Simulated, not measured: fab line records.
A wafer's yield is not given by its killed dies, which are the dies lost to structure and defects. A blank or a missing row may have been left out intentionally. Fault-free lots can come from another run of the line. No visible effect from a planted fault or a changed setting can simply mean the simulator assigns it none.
Chamber matching    flow sfq_line    4 sister chambers for SFQ_TRILAYER_I2_CMP_CMP_064 on cmp-02
The step polishes SiO2. 4 wafers are shown with their chamber, then 8 later ones without.

WAFERS WITH THEIR CHAMBER
wafer   chamber  motor_current_A (A)
L312.1  0        11.2
L312.2  2        10.0
L312.4  1        10.8
L313.4  3        11.1

WAFERS MISSING THEIR CHAMBER
wafer   motor_current_A (A)
L313.1  11.5
L313.6  11.0
L315.4  11.2
L315.5  10.5
L315.6  11.3
L323.5  11.1
L325.4  11.1
L325.5  10.4

EACH ONE'S CHAMBER
wafer   from the rows above                in truth
L313.1  can't be placed: 0 or 3 or 1       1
L313.6  can't be placed: 3 or 0 or 1       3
L315.4  can't be placed: 0 or 3 or 1       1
L315.5  can't be placed: 1 or 2 or 3 or 0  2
L315.6  can't be placed: 0 or 3 or 1       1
L323.5  can't be placed: 3 or 0 or 1       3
L325.4  can't be placed: 3 or 0 or 1       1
L325.5  can't be placed: 1 or 2 or 3 or 0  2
Correctly placed: 0 of 8. Unplaceable from these rows: 8, with the true chamber sitting among the candidates in 8. Number placed wrongly: 0.
How it was worked out, from the rows above alone: a wafer's distance from a chamber is the root of the sum, over the readings, of the square of ((its reading less the chamber's mean) divided by the reading's scatter). If the next closest chamber is less than 2 further off than the closest, the wafer can't be placed; otherwise it belongs to the closest. A chamber's mean is the mean of its shown wafers. The scatter: with one shown wafer a chamber, the root of the mean of the squares of how far each hidden wafer lies from its nearest shown one.
